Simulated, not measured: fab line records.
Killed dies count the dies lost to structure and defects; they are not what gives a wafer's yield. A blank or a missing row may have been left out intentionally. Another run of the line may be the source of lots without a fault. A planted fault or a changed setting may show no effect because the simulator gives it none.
fab line records	flow sky130
record: lots: 6	wafers: 18	last-day: 50
route steps=708 shown VIA1@461 PAD_OPEN@708
lots with no fault: from the same line, run without faults
start-h: hours from the record's first day to the start of the lot's first wafer shown	wait-h: hours from the lot's prior step to this one	" identical to the entry in the row above	L1.1+2: several wafers, shown together as one row	- either no value or no given start	* or withheld: withheld	< > ~ a bound
route shown NAME@n: a module of which the file shows steps, and the number in the route of the first	usual: average and standard deviation across the fault-free wafers	same: alike in all rows	chamber/n: place in a boat	sites: each site's reading	_std_site: the values' standard deviation	_edge_site: mean of outer sites minus mean of inner sites	radius-mm: how far each site lies from the wafer's centre	mask NAME#n: copy n	behind: tool/chamber where the wafer was last shaped	hold: why the lot went on hold/how many hours it stayed there/how the hold came to an end	device: which transistor (n, p or np) failed to switch	end of line: tests run on the same wafers once the route is complete	for a step that has no rows: nothing shown but its recipe	killed: not the wafer's yield, but the dies lost to structure and defects at the first sort	map: per-die view of a wafer (x killed, . not killed, _ where there is no die)
set.NAME: the setting that was run; set.NAME@STEP: the one run at that earlier step	model.NAME: the simulator's own value behind a step, which no gauge read
lots at some steps of the route; a table a step, a row a wafer
services: a tool's chamber out of use, with start hour (start-h, from the record's first day; less than 0 if before it), hours out, and reason
== steps ==
step: SKY_VIA1_BOW_MEAS_03
recipe: mode: bow
usual: VIA1_BOW: 79/7
lot.wafer	tool	chamber	start-h	wait-h	VIA1_BOW[um]
L848.1	film-metro-01	-	809.32	0.2	93
L848.2	"	-	"	"	76
L848.6	"	-	"	"	91
L853.2	film-metro-01	-	836.29	0.2	93
L853.4	"	-	"	"	70
L853.6	"	-	"	"	78
L858.2	film-metro-04	-	870.49	0.3	76
L858.4	"	-	"	"	85
L858.5	"	-	"	"	71
L859.2	film-metro-01	-	881.39	0.3	66
L859.4	"	-	"	"	81
L859.6	"	-	"	"	79
L864.1	film-metro-04	-	920.32	0.1	75
L864.2	"	-	"	"	65
L864.6	"	-	"	"	87
L867.1	film-metro-04	-	943.88	0.2	85
L867.5	"	-	"	"	79
L867.6	"	-	"	"	86
step: SKY_VIA1_DEHYDRATE_04
recipe: temp-c: 200	time-s: 60
step: SKY_VIA1_HMDS_05
recipe: prime-time-s: 60	prime-temp-c: 120
step: SKY_VIA1_COAT_06
recipe: resist: BARC	temp-c: withheld	time-s: withheld	spin-rpm: 3000	resist-thk-nm: 60
step: SKY_VIA1_COAT_07
recipe: resist: KrF-thick	spin-rpm: 3000	resist-thk-nm: 450
step: SKY_VIA1_SOFTBAKE_08
recipe: temp-c: 100	time-s: 90	resist: KrF-thick
step: SKY_VIA1_EXPOSE_09
recipe: mask-id: VIM	na: 0.8	source-shape: annular	sigma-inner: 0.55	sigma-outer: 0.85	target-cd-nm: 150	dose-mj: 38
step: SKY_VIA1_PEB_10
recipe: peb-temp-c: withheld	peb-time-s: withheld	resist: KrF-thick
step: SKY_VIA1_DEVELOP_11
recipe: develop-time-s: 60	resist: KrF-thick	dev-temp-c: 21
step: SKY_VIA1_CD_MEAS_12
recipe: target-cd-nm: 150
usual: cd-nm: 150.5/2
lot.wafer	tool	chamber	start-h	wait-h	cd-nm
L848.1	cd-sem-02	-	836.14	-	152.8
L848.2	"	-	"	"	151.0
L848.6	"	-	"	"	154.4
L853.2	cd-sem-02	-	862.59	-	153.1
L853.4	"	-	"	"	154.7
L853.6	"	-	"	"	152.8
L858.2	cd-sem-01	-	896.74	-	149.1
L858.4	"	-	"	"	149.1
L858.5	"	-	"	"	149.7
L859.2	cd-sem-01	-	907.50	-	149.8
L859.4	"	-	"	"	150.3
L859.6	"	-	"	"	150.3
L864.1	cd-sem-01	-	945.24	-	148.5
L864.2	"	-	"	"	147.4
L864.6	"	-	"	"	147.9
L867.1	cd-sem-01	-	968.47	-	150.8
L867.5	"	-	"	"	149.9
L867.6	"	-	"	"	149.6
step: SKY_VIA1_OVL_MEAS_13
usual: VIA1_OVL: 4/4.4
lot.wafer	tool	chamber	start-h	wait-h	VIA1_OVL[nm]
L848.1	overlay-02	-	836.26	0.1	0
L848.2	"	-	"	"	10
L848.6	"	-	"	"	7
L853.2	overlay-01	-	862.70	0.1	11
L853.4	"	-	"	"	3
L853.6	"	-	"	"	2
L858.2	overlay-02	-	896.85	0.1	-3
L858.4	"	-	"	"	-3
L858.5	"	-	"	"	3
L859.2	overlay-01	-	907.61	0.1	0
L859.4	"	-	"	"	3
L859.6	"	-	"	"	6
L864.1	overlay-02	-	945.36	0.1	3
L864.2	"	-	"	"	6
L864.6	"	-	"	"	9
L867.1	overlay-01	-	968.59	0.1	1
L867.5	"	-	"	"	-1
L867.6	"	-	"	"	0
step: SKY_VIA1_ETCH_14
recipe: chemistry: N2/H2	target: BARC	ion-energy-ev: 200	source-w: 500	bias-w: 100	pressure-mtorr: 30	n2-flow-sccm: 100	h2-flow-sccm: 200	stop-on: SiO2	time-s: 45.9	target-depth-a: 600
usual: bias-w: 99.98/0.29	chamber-pressure-mTorr: 30.001/0.03	drypump-motor-current-A: 5.5/0.4	oes-product-au: 0.855/0.0047	throttle-valve-pct: 13.224/0.0092
same: time-s: 45.9
lot.wafer	tool	chamber	start-h	wait-h	bias-w	chamber-pressure-mTorr	drypump-motor-current-A	oes-product-au	rf-hours-counter-h	throttle-valve-pct
L848.1	rie-diel-01	1	836.30	0.0	99.75	30.008	5.2	0.850	16	13.217
L848.2	"	0	"	"	100.20	29.928	5.9	0.855	18	13.229
L848.6	"	2	"	"	100.28	29.974	5.1	0.859	-	13.224
L853.2	rie-diel-04	0	862.73	0.0	99.85	30.037	5.1	0.862	8	13.228
L853.4	"	3	"	"	99.72	29.998	6.3	0.851	5	13.212
L853.6	"	3	"	"	99.69	30.028	6.3	0.864	-	13.209
L858.2	rie-diel-01	1	896.88	0.0	99.76	29.974	5.2	0.852	17	13.220
L858.4	"	2	"	"	99.71	29.964	5.1	0.850	13	13.215
L858.5	"	0	"	"	100.02	29.973	5.9	0.858	-	13.222
L859.2	rie-diel-01	2	907.64	0.0	100.22	29.985	5.1	0.857	13	13.214
L859.4	"	3	"	"	100.00	30.028	6.1	0.848	17	13.234
L859.6	"	0	"	"	99.96	29.963	5.9	0.851	-	13.227
L864.1	rie-diel-04	1	945.40	0.0	100.00	29.966	5.4	0.861	16	13.226
L864.2	"	2	"	"	99.98	29.994	5.8	0.847	19	13.204
L864.6	"	2	"	"	100.45	30.010	5.8	0.854	-	13.218
L867.1	rie-diel-01	2	968.63	0.0	100.22	30.011	5.1	0.857	15	13.226
L867.5	"	2	"	"	99.82	29.999	5.1	0.856	-	13.215
L867.6	"	1	"	"	99.87	29.978	5.2	0.847	-	13.216
step: SKY_VIA1_ETCH_15
recipe: target: SiO2	chemistry: C4F8/O2/Ar	target-depth-nm: 351	stop-on: TiN	mask-material: KrF-thick	source-w: 1500	bias-w: 1200	pressure-mtorr: 40	c4f8-flow-sccm: withheld	O2_flow_sccm: 6	Ar_flow_sccm: 300	time-s: 54
usual: bias-w: 1200/3.7	chamber-pressure-mTorr: 40.00/0.035	oes-product-au: 0.983/0.0055
same: time-s: 54
lot.wafer	tool	chamber	start-h	wait-h	bias-w	chamber-pressure-mTorr	oes-product-au
L848.1	rie-diel-01	1	836.34	0.0	1202	40.03	0.986
L848.2	"	0	"	"	1197	40.03	0.972
L848.6	"	2	"	"	1197	40.09	0.975
L853.2	rie-diel-04	0	862.77	0.0	1200	39.94	0.981
L853.4	"	3	"	"	1204	40.00	0.988
L853.6	"	3	"	"	1201	40.04	0.979
L858.2	rie-diel-01	1	896.92	0.0	1195	39.97	0.989
L858.4	"	2	"	"	1203	39.97	0.973
L858.5	"	0	"	"	1237	40.04	0.985
L859.2	rie-diel-01	2	907.68	0.0	1195	40.07	0.980
L859.4	"	3	"	"	1196	39.99	0.989
L859.6	"	0	"	"	1234	40.03	0.987
L864.1	rie-diel-04	1	945.44	0.0	1197	40.01	0.995
L864.2	"	2	"	"	1201	40.05	0.985
L864.6	"	2	"	"	1196	39.96	0.989
L867.1	rie-diel-01	2	968.67	0.0	1202	40.07	0.980
L867.5	"	2	"	"	1204	40.04	0.982
L867.6	"	1	"	"	1198	40.02	0.986
step: SKY_VIA1_STRIP_16
recipe: chemistry: O2/N2	power-w: 1400	pressure-mtorr: 1500	platen-temp-c: withheld	o2-flow-sccm: 3000	n2-flow-sccm: 300	overash-fraction: 0.5
usual: chamber-pressure-mTorr: 1500.0/1.4	drypump-motor-current-A: 5.4/0.57	o2-flow-sccm: 3001/9	oes-product-au: 0.416/0.0047	strip-time-to-endpoint-s: 4.456/0.018
lot.wafer	tool	chamber	start-h	wait-h	chamber-pressure-mTorr	drypump-motor-current-A	o2-flow-sccm	oes-product-au	rf-hours-counter-h	strip-time-to-endpoint-s
L848.1	plasma-asher-01	0	836.39	0.0	1500.3	4.9	2995	0.417	9	4.491
L848.2	"	1	"	"	1500.9	5.1	2998	0.416	9	4.475
L848.6	"	0	"	"	1500.6	4.9	2991	0.421	-	4.489
L853.2	plasma-asher-04	1	862.82	0.0	1498.9	4.7	2997	0.424	74	4.459
L853.4	"	0	"	"	1498.8	5.9	3009	0.417	-	4.471
L853.6	"	0	"	"	1501.0	5.9	3019	0.426	-	4.467
L858.2	plasma-asher-01	0	896.97	0.0	1502.8	4.9	2998	0.413	15	4.459
L858.4	"	1	"	"	1501.0	5.1	2990	0.420	-	4.477
L858.5	"	0	"	"	1500.0	4.9	2999	0.411	-	4.474
L859.2	plasma-asher-02	0	907.73	0.0	1498.0	6.3	3011	0.413	48	4.449
L859.4	"	1	"	"	1502.1	5.6	3002	0.415	-	4.468
L859.6	"	1	"	"	1498.3	5.5	2998	0.413	-	4.447
L864.1	plasma-asher-04	1	945.49	0.0	1500.9	4.7	3006	0.418	82	4.446
L864.2	"	0	"	"	1498.6	5.9	2994	0.424	82	4.449
L864.6	"	1	"	"	1502.4	4.7	3014	0.414	-	4.427
L867.1	plasma-asher-01	0	968.72	0.0	1500.9	4.9	3001	0.417	23	4.473
L867.5	"	1	"	"	1499.4	5.1	3003	0.411	-	4.472
L867.6	"	0	"	"	1499.9	4.9	3006	0.408	-	4.434
step: SKY_PAD_OPEN_PROBE_99
usual: defect-limited-yield: 83.0/2	killed_at_M0_to_M3: 43/7.1	killed_at_M4_up: 3.1/1.7	killed-at-contacts: 23/5.1	killed-at-front-end: 14/4.4	killed-at-other: 0.3/0.47	killed-dies: 84/9.9	killed-open: 45/6.6	killed-short: 38/6.8	sort_bin_3_pad_short: 0.8/0.4	sort_bin_5_function: 10.1/1.4	sort_bin_6_memory: 6.1/1.2	sort-n-pass: 408/9.9	sort-yield-pct: 83.0/2
same: gross-dies: 492	killed-at-back-side: 0	sort_bin_4_leakage[%]: 0	sort_bin_8_speed[%]: 0
lot.wafer	tool	chamber	start-h	wait-h	defect-limited-yield[%]	killed_at_M0_to_M3	killed_at_M4_up	killed-at-contacts	killed-at-front-end	killed-at-other	killed-dies	killed-open	killed-short	sort_bin_3_pad_short[%]	sort_bin_5_function[%]	sort_bin_6_memory[%]	sort-n-pass	sort-yield-pct[%]
L848.1	prober-01	-	1111.13	0.1	82.7	36	1	27	21	0	85	36	49	0.6	11.0	5.7	407	82.7
L848.2	prober-01	-	1111.18	0.1	81.9	42	1	25	21	0	89	51	38	0.6	11.2	6.3	403	81.9
L848.6	prober-01	-	1111.38	0.2	85.6	28	3	23	17	0	71	41	30	0	10.0	4.5	421	85.6
L853.2	prober-02	-	1131.57	0.1	83.1	53	1	21	8	0	83	42	41	0.2	11.8	4.9	409	83.1
L853.4	prober-02	-	1131.67	0.2	83.7	39	2	28	11	0	80	46	34	0.8	8.7	6.7	412	83.7
L853.6	prober-02	-	1131.77	0.2	85.2	40	2	22	9	0	73	39	34	0.6	8.5	5.7	419	85.2
L858.2	prober-01	-	1158.90	0.1	81.3	50	0	23	19	0	92	53	39	1.6	12.4	4.7	400	81.3
L858.4	prober-01	-	1159.00	0.2	83.7	45	5	24	6	0	80	41	39	0.8	8.1	7.3	412	83.7
L858.5	prober-01	-	1159.05	0.2	84.3	45	5	13	14	0	77	43	34	0.4	8.5	6.7	415	84.3
L859.2	prober-02	-	1165.43	0.1	83.5	35	2	31	13	0	81	48	33	0.4	8.9	7.1	411	83.5
L859.4	prober-02	-	1165.53	0.2	84.3	36	4	29	8	0	77	40	37	2.0	7.9	5.7	415	84.3
L859.6	prober-02	-	1165.63	0.2	81.7	55	4	17	14	0	90	43	47	0.8	10.6	6.9	402	81.7
L864.1	prober-01	-	1187.05	0.1	86.0	34	5	13	16	1	69	42	27	0.6	9.1	4.3	423	86.0
L864.2	prober-01	-	1187.10	0.1	87.8	32	5	13	10	0	60	27	33	0.8	8.1	3.3	432	87.8
L864.6	prober-01	-	1187.30	0.2	86.0	32	6	18	12	1	69	41	28	0.2	9.1	4.7	423	86.0
L867.1	prober-02	-	1202.99	0.1	85.8	35	1	23	11	0	70	36	34	0.2	9.3	4.7	422	85.8
L867.5	prober-02	-	1203.19	0.2	83.1	46	4	20	13	0	83	46	37	1.4	10.2	5.3	409	83.1
L867.6	prober-02	-	1203.24	0.2	84.1	34	1	28	15	0	78	45	33	0.6	9.3	5.9	414	84.1
killed by level:class
L848.1 FIELD_ISO:geometric-particle:short=10 FIELD_ISO:geometric-particle:open=8 CONTACT:geometric-particle:open=8 LI_CONTACT:geometric-particle:open=7 METAL2:geometric-particle:short=7 VIA1:geometric-particle:open=6 LI_CONTACT:geometric-particle:short=5 VIA1:geometric-particle:short=4
L848.2 VIA1:geometric-particle:open=12 VIA3:geometric-particle:open=10 CONTACT:geometric-particle:open=9 METAL2:geometric-particle:short=8 LOCAL_INTERCONNECT:geometric-particle:short=7 FIELD_ISO:geometric-particle:short=6 FIELD_ISO:geometric-particle:open=4 VIA2:geometric-particle:open=4
L848.6 LI_CONTACT:geometric-particle:open=9 FIELD_ISO:geometric-particle:open=7 CONTACT:geometric-particle:open=6 VIA1:geometric-particle:open=6 FIELD_ISO:geometric-particle:short=4 VIA1:geometric-particle:short=3 METAL1:geometric-particle:short=3 POLY_GATE:geometric-particle:short=3
L853.2 VIA1:geometric-particle:open=15 VIA1:geometric-particle:short=9 CONTACT:geometric-particle:open=8 CONTACT:geometric-particle:short=7 VIA2:geometric-particle:open=7 METAL2:geometric-particle:short=6 VIA3:geometric-particle:open=4 FIELD_ISO:geometric-particle:short=3
L853.4 CONTACT:geometric-particle:open=10 VIA1:geometric-particle:open=9 VIA2:geometric-particle:open=7 LI_CONTACT:geometric-particle:open=6 LOCAL_INTERCONNECT:geometric-particle:short=5 CONTACT:geometric-particle:short=5 FIELD_ISO:geometric-particle:open=4 POLY_GATE:geometric-particle:short=3
L853.6 VIA3:geometric-particle:open=9 CONTACT:geometric-particle:open=8 VIA1:geometric-particle:open=6 METAL1:geometric-particle:short=6 VIA2:geometric-particle:open=6 LOCAL_INTERCONNECT:geometric-particle:short=5 VIA1:geometric-particle:short=5 LI_CONTACT:geometric-particle:open=4
L858.2 VIA1:geometric-particle:open=12 VIA1:geometric-particle:short=10 LI_CONTACT:geometric-particle:open=8 CONTACT:geometric-particle:open=8 VIA2:geometric-particle:short=6 VIA2:geometric-particle:open=6 POLY_GATE:geometric-particle:open=5 METAL2:geometric-particle:short=5
L858.4 VIA1:geometric-particle:open=10 VIA1:geometric-particle:short=9 LOCAL_INTERCONNECT:geometric-particle:short=8 VIA3:geometric-particle:open=7 LI_CONTACT:geometric-particle:open=6 METAL2:geometric-particle:short=6 CONTACT:geometric-particle:open=5 VIA2:geometric-particle:short=4
L858.5 VIA1:geometric-particle:open=11 METAL1:geometric-particle:short=10 CONTACT:geometric-particle:open=7 VIA3:geometric-particle:open=7 FIELD_ISO:geometric-particle:short=5 LI_CONTACT:geometric-particle:open=5 VIA2:geometric-particle:open=5 POLY_GATE:geometric-particle:open=4
L859.2 LI_CONTACT:geometric-particle:open=13 CONTACT:geometric-particle:open=12 METAL2:geometric-particle:short=8 METAL3:geometric-particle:short=4 VIA1:geometric-particle:open=4 VIA3:geometric-particle:open=4 FIELD_ISO:geometric-particle:short=3 POLY_GATE:geometric-particle:short=3
L859.4 CONTACT:geometric-particle:open=11 VIA2:geometric-particle:open=8 LI_CONTACT:geometric-particle:open=7 VIA3:geometric-particle:open=6 CONTACT:geometric-particle:short=5 METAL1:geometric-particle:short=5 LOCAL_INTERCONNECT:geometric-particle:short=4 VIA3:geometric-particle:short=4
L859.6 METAL1:geometric-particle:short=9 VIA2:geometric-particle:open=9 VIA1:geometric-particle:open=7 VIA2:geometric-particle:short=7 CONTACT:geometric-particle:open=6 LI_CONTACT:geometric-particle:open=5 VIA1:geometric-particle:short=5 FIELD_ISO:geometric-particle:short=4
L864.1 VIA1:geometric-particle:open=10 VIA3:geometric-particle:open=6 FIELD_ISO:geometric-particle:open=4 LI_CONTACT:geometric-particle:open=4 METAL4:geometric-particle:short=4 METAL2:geometric-particle:short=4 VIA2:geometric-particle:short=4 FIELD_ISO:geometric-particle:short=3
L864.2 VIA1:geometric-particle:open=6 VIA3:geometric-particle:short=5 VIA1:geometric-particle:short=5 VIA3:geometric-particle:open=4 LOCAL_INTERCONNECT:geometric-particle:short=4 CONTACT:geometric-particle:open=4 METAL4:geometric-particle:short=4 VIA2:geometric-particle:short=4
L864.6 VIA1:geometric-particle:open=12 CONTACT:geometric-particle:open=6 METAL1:geometric-particle:short=6 VIA3:geometric-particle:open=6 LOCAL_INTERCONNECT:geometric-particle:short=5 METAL4:geometric-particle:short=5 FIELD_ISO:geometric-particle:open=4 POLY_GATE:geometric-particle:open=3
L867.1 LI_CONTACT:geometric-particle:open=8 VIA2:geometric-particle:open=7 CONTACT:geometric-particle:open=6 LOCAL_INTERCONNECT:geometric-particle:short=5 METAL1:geometric-particle:short=5 VIA1:geometric-particle:open=5 VIA1:geometric-particle:short=4 POLY_GATE:geometric-particle:short=3
L867.5 VIA1:geometric-particle:open=15 CONTACT:geometric-particle:open=7 METAL2:geometric-particle:short=7 FIELD_ISO:geometric-particle:open=5 CONTACT:geometric-particle:short=5 METAL1:geometric-particle:short=4 LI_CONTACT:geometric-particle:open=4 LOCAL_INTERCONNECT:geometric-particle:short=4
L867.6 LI_CONTACT:geometric-particle:open=10 CONTACT:geometric-particle:open=8 VIA1:geometric-particle:open=7 METAL1:geometric-particle:short=7 VIA2:geometric-particle:open=7 LI_CONTACT:geometric-particle:short=5 FIELD_ISO:geometric-particle:open=4 VIA3:geometric-particle:open=4
== services ==
tool	chamber	start-h	hours	kind
plasma-asher-02	-	827.12	2.6	repair
rie-diel-04	-	830.94	2.5	repair
plasma-asher-01	-	833.83	1.3	repair
plasma-asher-01	-	870.22	0.4	repair
rie-diel-04	2	887.62	5.8	repair
rie-diel-04	1	907.41	7.2	repair
rie-diel-01	3	919.19	19.0	repair
rie-diel-04	1	934.40	10.5	repair
plasma-asher-02	-	938.96	2.8	pm
rie-diel-04	3	955.07	1.9	repair
plasma-asher-04	-	960.08	4.3	repair
== key ==
first-sign: step: SKY_VIA1_ETCH_15	reading: bias-w	direction: up	sigmas: 9.6	usual: 1200	struck: 1235
effect none on later readings
met-at SKY_VIA1_ETCH_15
struck-wafers L858.5,L859.6
onset-between 836.34 896.92
fault: kind: process-parameter-drift	tool: rie-diel-01	chamber: 0	onset-h: 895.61	steps: SKY_VIA1_ETCH_15	channel: bias-w	offset: 36.347	shape: step	end-h: 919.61	acts-in: these-recipes-only	stated: 1200
